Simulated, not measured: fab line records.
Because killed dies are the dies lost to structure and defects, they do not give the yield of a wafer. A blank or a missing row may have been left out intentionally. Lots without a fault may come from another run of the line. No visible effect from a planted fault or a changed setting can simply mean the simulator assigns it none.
Which tool is to blame? + flow sky130 + 72 wafers from 24 lots sampled at 6 of the route's 708 steps

WHAT EACH GAUGE READ, for each wafer
SKY_FIELD_ISO_THK_MEAS_04. Usual: FIELD_ISO_CVD_03_THK gives 164.6 nm (standard deviation 1.4).
| lot  | measured    | on            | FIELD_ISO_CVD_03_THK (nm) | flag |
|------|-------------|---------------|---------------------------|------|
| L074 | day 1 14:52 | film_metro-01 | 165.1 165.4 164.5         |      |
| L075 | day 1 20:25 | film_metro-01 | 164.5 163.8 164.5         |      |
| L076 | day 2 00:27 | film_metro-01 | 164.3 164.6 164.4         |      |
| L077 | day 2 07:25 | film_metro-03 | 163.7 162.6 163.6         |      |
| L078 | day 2 12:41 | film_metro-01 | 166.7 166.3 164.3         |      |
| L079 | day 2 14:35 | film_metro-03 | 163.8 165.7 165.8         |      |
| L080 | day 2 19:29 | film_metro-01 | 162.6 163.5 164.0         |      |
| L081 | day 3 01:30 | film_metro-02 | 165.5 164.9 165.5         |      |
| L082 | day 3 06:04 | film_metro-02 | 166.0 165.2 167.8         |      |
| L083 | day 3 12:18 | film_metro-01 | 163.2 163.5 163.6         |      |
| L084 | day 3 19:22 | film_metro-02 | 166.7 166.6 166.0         |      |
| L085 | day 3 22:03 | film_metro-01 | 164.9 166.1 165.1         |      |
| L086 | day 4 03:27 | film_metro-03 | 165.3 163.0 164.3         |      |
| L087 | day 4 07:35 | film_metro-02 | 165.8 164.7 164.3         |      |
| L088 | day 4 11:35 | film_metro-01 | 163.4 163.2 163.2         |      |
| L089 | day 4 18:11 | film_metro-02 | 166.6 165.6 166.3         |      |
| L090 | day 5 00:13 | film_metro-03 | 167.1 165.9 165.8         |      |
| L091 | day 5 03:50 | film_metro-03 | 164.0 162.3 164.6         |      |
| L092 | day 5 12:59 | film_metro-03 | 163.9 166.1 163.8         |      |
| L093 | day 5 14:45 | film_metro-02 | 166.0 166.1 164.7         |      |
| L094 | day 5 20:08 | film_metro-01 | 167.8 166.9 167.0         |      |
| L095 | day 6 00:11 | film_metro-02 | 162.3 163.8 162.3         |      |
| L096 | day 6 04:23 | film_metro-03 | 163.2 162.2 161.6         |      |
| L097 | day 6 10:52 | film_metro-01 | 164.2 162.2 163.2         |      |

SKY_FIELD_ISO_CD_MEAS_13: the cd target is 150 nm. Usual: cd_nm at 149.6 nm, with a standard deviation of 1.3.
| lot  | measured    | on        | cd_nm (nm)        | flag |
|------|-------------|-----------|-------------------|------|
| L074 | day 2 06:35 | cd_sem-01 | 151.2 149.9 149.7 |      |
| L075 | day 2 12:08 | cd_sem-01 | 148.8 146.8 148.5 |      |
| L076 | day 2 15:56 | cd_sem-01 | 150.4 149.8 149.8 |      |
| L077 | day 3 00:05 | cd_sem-02 | 149.6 151.0 149.7 |      |
| L078 | day 3 05:58 | cd_sem-01 | 147.0 148.0 145.2 |      |
| L079 | day 3 08:22 | cd_sem-02 | 149.4 150.9 150.5 |      |
| L080 | day 3 13:00 | cd_sem-02 | 151.2 152.1 152.0 |      |
| L081 | day 3 18:16 | cd_sem-02 | 153.0 150.7 151.1 |      |
| L082 | day 3 22:45 | cd_sem-01 | 149.2 148.2 149.6 |      |
| L083 | day 4 05:16 | cd_sem-01 | 150.1 150.1 150.8 |      |
| L084 | day 4 12:21 | cd_sem-02 | 151.5 149.4 151.9 |      |
| L085 | day 4 14:55 | cd_sem-01 | 150.8 150.6 149.3 |      |
| L086 | day 4 21:07 | cd_sem-02 | 150.4 151.8 150.9 |      |
| L087 | day 5 01:29 | cd_sem-01 | 148.3 148.7 149.3 |      |
| L088 | day 5 05:38 | cd_sem-02 | 149.3 148.8 147.3 |      |
| L089 | day 5 11:44 | cd_sem-01 | 149.2 148.3 147.9 |      |
| L090 | day 5 18:12 | cd_sem-02 | 149.9 150.1 150.3 |      |
| L091 | day 5 22:10 | cd_sem-01 | 151.0 150.6 151.5 |      |
| L092 | day 6 08:11 | cd_sem-01 | 149.1 149.2 146.7 |      |
| L093 | day 6 10:19 | cd_sem-02 | 150.6 150.4 150.4 |      |
| L094 | day 6 15:59 | cd_sem-01 | 149.4 148.0 148.4 |      |
| L095 | day 6 20:24 | cd_sem-02 | 148.4 149.0 149.2 |      |
| L096 | day 7 01:37 | cd_sem-01 | 150.3 149.8 149.9 |      |
| L097 | day 7 07:54 | cd_sem-01 | 149.4 149.7 149.0 |      |

SKY_VT_ADJUST_NCORE_CD_MEAS_07: the cd target is 380 nm. Usual: cd_nm at 379 nm, with a standard deviation of 3.
| lot  | measured     | on        | cd_nm (nm)  | flag |
|------|--------------|-----------|-------------|------|
| L074 | day 9 01:16  | cd_sem-02 | 384 382 383 |      |
| L075 | day 9 04:55  | cd_sem-02 | 374 377 375 |      |
| L076 | day 9 13:24  | cd_sem-02 | 380 378 378 |      |
| L077 | day 9 20:42  | cd_sem-02 | 379 380 380 |      |
| L078 | day 10 14:13 | cd_sem-02 | 381 384 386 |      |
| L079 | day 10 17:08 | cd_sem-01 | 375 373 376 |      |
| L080 | day 11 01:23 | cd_sem-01 | 380 379 381 |      |
| L081 | day 11 08:06 | cd_sem-01 | 385 384 386 |      |
| L082 | day 11 11:07 | cd_sem-01 | 375 378 378 |      |
| L083 | day 11 16:53 | cd_sem-02 | 379 379 376 |      |
| L084 | day 12 05:15 | cd_sem-02 | 376 376 374 |      |
| L085 | day 12 12:39 | cd_sem-01 | 382 383 385 |      |
| L086 | day 12 21:07 | cd_sem-02 | 379 380 382 |      |
| L087 | day 13 07:01 | cd_sem-01 | 377 376 378 |      |
| L088 | day 13 09:47 | cd_sem-01 | 378 376 377 |      |
| L089 | day 13 14:11 | cd_sem-02 | 379 380 380 |      |
| L090 | day 13 18:55 | cd_sem-01 | 382 383 383 |      |
| L091 | day 13 23:09 | cd_sem-02 | 377 380 377 |      |
| L092 | day 14 14:53 | cd_sem-02 | 382 379 382 |      |
| L093 | day 14 15:23 | cd_sem-02 | 378 376 376 |      |
| L094 | day 14 23:46 | cd_sem-02 | 380 380 379 |      |
| L095 | day 15 06:25 | cd_sem-01 | 381 382 381 |      |
| L096 | day 15 17:00 | cd_sem-01 | 380 381 383 |      |
| L097 | day 15 22:08 | cd_sem-02 | 373 372 371 |      |

SKY_RES_PROTECT_TW_MEAS_08. Usual: POLY_GATE_TW gives 4027 (standard deviation 35).
| lot  | measured     | on            | POLY_GATE_TW   | flag |
|------|--------------|---------------|----------------|------|
| L074 | day 15 21:44 | film_metro-02 | 4032 4063 4074 |      |
| L075 | day 16 02:54 | film_metro-02 | 4039 4003 4030 |      |
| L076 | day 16 13:35 | film_metro-01 | 3977 3972 3978 |      |
| L077 | day 17 20:06 | film_metro-04 | 4014 4037 4010 |      |
| L078 | day 18 00:49 | film_metro-04 | 4075 4106 4062 |      |
| L079 | day 18 03:52 | film_metro-01 | 4005 3990 3992 |      |
| L080 | day 18 11:30 | film_metro-02 | 4073 4083 4064 |      |
| L081 | day 19 01:31 | film_metro-02 | 4038 4054 4047 |      |
| L082 | day 19 06:09 | film_metro-04 | 4021 3989 4019 |      |
| L083 | day 19 10:44 | film_metro-01 | 3956 3960 3970 |      |
| L084 | day 20 05:42 | film_metro-04 | 4044 4026 4026 |      |
| L085 | day 20 14:28 | film_metro-02 | 4047 4047 4033 |      |
| L086 | day 21 02:42 | film_metro-01 | 3971 4016 3977 |      |
| L087 | day 21 12:48 | film_metro-04 | 4036 4026 4029 |      |
| L088 | day 21 12:37 | film_metro-01 | 4002 3992 3995 |      |
| L089 | day 21 18:57 | film_metro-01 | 3996 4002 3987 |      |
| L090 | day 22 06:30 | film_metro-02 | 4048 4008 4025 |      |
| L091 | day 22 11:29 | film_metro-01 | 3968 3999 4009 |      |
| L092 | day 22 22:30 | film_metro-01 | 3990 3998 3975 |      |
| L093 | day 23 01:59 | film_metro-04 | 4061 4054 4068 |      |
| L094 | day 23 09:45 | film_metro-04 | 4068 4045 4047 |      |
| L095 | day 23 22:27 | film_metro-02 | 4082 4072 4097 |      |
| L096 | day 24 04:37 | film_metro-02 | 4083 4066 4076 |      |
| L097 | day 24 08:30 | film_metro-02 | 4041 4052 4048 |      |

EACH LOT AND THE TOOL THAT RAN IT (in order: tool; ch and the chambers of the sampled wafers; start)
| lot  | SKY_FIELD_ISO_ETCH_17           | SKY_RES_PROTECT_STRIP_07             |
|------|---------------------------------|--------------------------------------|
| L074 | rie_si-01 ch 0,1,2, day 2 06:55 | plasma_asher-04 ch 0,1, day 15 21:38 |
| L075 | rie_si-01 ch 0,1,3, day 2 12:28 | plasma_asher-02 ch 0,1, day 16 02:48 |
| L076 | rie_si-02 ch 0,2,3, day 2 16:16 | plasma_asher-03 ch 0,1, day 16 13:29 |
| L077 | rie_si-02 ch 0,2,3, day 3 00:25 | plasma_asher-02 ch 0,1, day 17 20:00 |
| L078 | rie_si-01 ch 0,3, day 3 06:13   | plasma_asher-03 ch 0,1, day 18 00:43 |
| L079 | rie_si-01 ch 2,3, day 3 08:40   | plasma_asher-03 ch 0,1, day 18 03:45 |
| L080 | rie_si-01 ch 1,3, day 3 13:19   | plasma_asher-03 ch 0,1, day 18 11:24 |
| L081 | rie_si-02 ch 0,1,3, day 3 18:34 | plasma_asher-04 ch 0,1, day 19 01:24 |
| L082 | rie_si-02 ch 1,2, day 3 23:04   | plasma_asher-03 ch 0,1, day 19 06:03 |
| L083 | rie_si-01 ch 1,2, day 4 05:34   | plasma_asher-02 ch 0,1, day 19 10:38 |
| L084 | rie_si-01 ch 0,2, day 4 12:40   | plasma_asher-02 ch 0,1, day 20 05:36 |
| L085 | rie_si-02 ch 1,2,3, day 4 15:13 | plasma_asher-03 ch 0,1, day 20 14:21 |
| L086 | rie_si-02 ch 0,1,2, day 4 21:25 | plasma_asher-03 ch 0,1, day 21 02:35 |
| L087 | rie_si-01 ch 1,2,3, day 5 01:46 | plasma_asher-04 ch 0,1, day 21 12:43 |
| L088 | rie_si-02 ch 0,2,3, day 5 05:55 | plasma_asher-03 ch 0,1, day 21 12:32 |
| L089 | rie_si-02 ch 1,2, day 5 12:03   | plasma_asher-02 ch 0,1, day 21 18:51 |
| L090 | rie_si-02 ch 1,2, day 5 18:31   | plasma_asher-02 ch 0,1, day 22 06:24 |
| L091 | rie_si-01 ch 1,2,3, day 5 22:28 | plasma_asher-02 ch 0, day 22 11:23   |
| L092 | rie_si-02 ch 0,1,3, day 6 08:31 | plasma_asher-03 ch 0,1, day 22 22:24 |
| L093 | rie_si-01 ch 0,1,2, day 6 10:37 | plasma_asher-04 ch 0,1, day 23 01:53 |
| L094 | rie_si-01 ch 0,1, day 6 16:18   | plasma_asher-03 ch 0,1, day 23 09:39 |
| L095 | rie_si-02 ch 1,2,3, day 6 20:43 | plasma_asher-03 ch 0,1, day 23 22:21 |
| L096 | rie_si-02 ch 0,1,3, day 7 01:54 | plasma_asher-02 ch 0,1, day 24 04:29 |
| L097 | rie_si-02 ch 0,1,3, day 7 08:13 | plasma_asher-04 ch 0,1, day 24 08:24 |
- SKY_FIELD_ISO_ETCH_17: etches Si in HBr/Cl2/O2, target depth 342 nm, time 97.7 s.
- SKY_RES_PROTECT_STRIP_07: strips in O2/N2.

WHAT THE TOOLS THEMSELVES READ (means of the sampled wafers that have a number; where no wafer has one, the mark that the record gives instead)
SKY_FIELD_ISO_ETCH_17. Usual: drypump_motor_current_A 5.8 A, standard deviation 0.61; he_backside_leak_sccm 2.66 sccm, standard deviation 0.26; mfc_cl2_sccm 40.01 sccm, standard deviation 0.11; oes_product_au 0.996 a.u., standard deviation 0.0099; rf_fwd_power_W 596.0 W, standard deviation 1.9; throttle_valve_pct 25.658 %, standard deviation 0.01.
| lot  | tool      | drypump_motor_current_A (A) | he_backside_leak_sccm (sccm) | mfc_cl2_sccm (sccm) | oes_product_au (a.u.) | rf_fwd_power_W (W) | throttle_valve_pct (%) | flag |
|------|-----------|-----------------------------|------------------------------|---------------------|-----------------------|--------------------|------------------------|------|
| L074 | rie_si-01 | 5.5                         | 2.92                         | 39.92               | 1.004                 | 596.9              | 25.652                 |      |
| L075 | rie_si-01 | 6.0                         | 2.72                         | 39.89               | 0.994                 | 595.9              | 25.655                 |      |
| L076 | rie_si-02 | 5.6                         | 2.54                         | 40.03               | 0.997                 | 595.6              | 25.655                 |      |
| L077 | rie_si-02 | 5.6                         | 2.57                         | 39.97               | 0.996                 | 596.8              | 25.660                 |      |
| L078 | rie_si-01 | 6.0                         | 2.47                         | 40.08               | 1.005                 | 596.6              | 25.657                 |      |
| L079 | rie_si-01 | 5.8                         | 2.94                         | 39.98               | 0.993                 | 594.4              | 25.659                 |      |
| L080 | rie_si-01 | 6.2                         | 2.77                         | 40.00               | 1.003                 | 595.8              | 25.659                 |      |
| L081 | rie_si-02 | 5.7                         | 2.56                         | 39.96               | 0.988                 | 596.2              | 25.665                 |      |
| L082 | rie_si-02 | 6.5                         | 2.52                         | 39.93               | 0.994                 | 598.1              | 25.657                 |      |
| L083 | rie_si-01 | 5.2                         | 2.95                         | 40.00               | 1.001                 | 595.2              | 25.659                 |      |
| L084 | rie_si-01 | 5.1                         | 2.85                         | 39.97               | 1.001                 | 596.5              | 25.653                 |      |
| L085 | rie_si-02 | 6.1                         | 2.57                         | 39.92               | 1.001                 | 596.0              | 25.658                 |      |
| L086 | rie_si-02 | 6.0                         | 2.59                         | 40.13               | 0.995                 | 596.9              | 25.656                 |      |
| L087 | rie_si-01 | 5.7                         | 2.82                         | 40.05               | 0.998                 | 596.5              | 25.664                 |      |
| L088 | rie_si-02 | 5.6                         | 2.60                         | 39.97               | 0.990                 | 594.1              | 25.664                 |      |
| L089 | rie_si-02 | 6.4                         | 2.49                         | 39.96               | 0.996                 | 596.5              | 25.658                 |      |
| L090 | rie_si-02 | 6.4                         | 2.50                         | 40.07               | 0.994                 | 595.2              | 25.665                 |      |
| L091 | rie_si-01 | 5.7                         | 2.90                         | 40.11               | 1.003                 | 597.2              | 25.658                 |      |
| L092 | rie_si-02 | 5.7                         | 2.47                         | 40.04               | 0.981                 | 595.5              | 25.673                 |      |
| L093 | rie_si-01 | 5.5                         | 2.89                         | 40.04               | 1.003                 | 597.3              | 25.646                 |      |
| L094 | rie_si-01 | 5.9                         | 2.79                         | 39.99               | 0.998                 | 596.1              | 25.654                 |      |
| L095 | rie_si-02 | 6.1                         | 2.58                         | 40.04               | 0.995                 | 595.3              | 25.665                 |      |
| L096 | rie_si-02 | 5.7                         | 2.39                         | 39.96               | 0.987                 | 593.7              | 25.663                 |      |
| L097 | rie_si-02 | 5.7                         | 2.37                         | 39.99               | 0.980                 | 595.8              | 25.665                 |      |

SKY_RES_PROTECT_STRIP_07. Usual: drypump_motor_current_A 5.6 A, standard deviation 0.6; oes_product_au 0.519 a.u., standard deviation 0.0046; strip_time_to_endpoint_s 23.15 s, standard deviation 0.045.
| lot  | tool            | drypump_motor_current_A (A) | oes_product_au (a.u.) | strip_time_to_endpoint_s (s) | flag |
|------|-----------------|-----------------------------|-----------------------|------------------------------|------|
| L074 | plasma_asher-04 | 5.5                         | 0.521                 | 23.14                        |      |
| L075 | plasma_asher-02 | 6.1                         | 0.516                 | 23.14                        |      |
| L076 | plasma_asher-03 | 5.3                         | 0.515                 | 23.22                        |      |
| L077 | plasma_asher-02 | 5.4                         | 0.520                 | 23.14                        |      |
| L078 | plasma_asher-03 | 5.6                         | 0.520                 | 23.13                        |      |
| L079 | plasma_asher-03 | 5.3                         | 0.519                 | 23.13                        |      |
| L080 | plasma_asher-03 | 5.3                         | 0.516                 | 23.23                        |      |
| L081 | plasma_asher-04 | 5.7                         | 0.521                 | 23.11                        |      |
| L082 | plasma_asher-03 | 5.3                         | 0.521                 | 23.17                        |      |
| L083 | plasma_asher-02 | 5.4                         | 0.519                 | 23.10                        |      |
| L084 | plasma_asher-02 | 5.4                         | 0.526                 | 23.19                        |      |
| L085 | plasma_asher-03 | 5.3                         | 0.522                 | 23.20                        |      |
| L086 | plasma_asher-03 | 5.3                         | 0.519                 | 23.15                        |      |
| L087 | plasma_asher-04 | 5.7                         | 0.514                 | 23.17                        |      |
| L088 | plasma_asher-03 | 5.6                         | 0.519                 | 23.15                        |      |
| L089 | plasma_asher-02 | 6.1                         | 0.519                 | 23.17                        |      |
| L090 | plasma_asher-02 | 6.1                         | 0.521                 | 23.11                        |      |
| L091 | plasma_asher-02 | 4.8                         | 0.515                 | 23.11                        |      |
| L092 | plasma_asher-03 | 5.5                         | 0.521                 | 23.20                        |      |
| L093 | plasma_asher-04 | 5.7                         | 0.515                 | 23.12                        |      |
| L094 | plasma_asher-03 | 5.3                         | 0.520                 | 23.15                        |      |
| L095 | plasma_asher-03 | 5.6                         | 0.520                 | 23.08                        |      |
| L096 | plasma_asher-02 | 5.4                         | 0.517                 | 23.14                        |      |
| L097 | plasma_asher-04 | 5.7                         | 0.516                 | 23.20                        |      |

THE ANSWER, worked out from the rows above alone
Rule: a lot counts as off when the mean over its wafers that have a number is more than 3 standard deviations away from the usual mean. Also off: a lot with no number at a reading for which 4 or more lots have one. All remaining lots with rows at the step are treated as sound. First the gauges in route order, then the tools' own readings, where a lot's mean is used as printed above. At the first step where some lot is off, the reading lying furthest off is the one used; lots without a number count as furthest.
Across all readings shown, no lot is off: no conclusion can be drawn from this.

WHAT WAS PUT IN BY THE SIMULATOR
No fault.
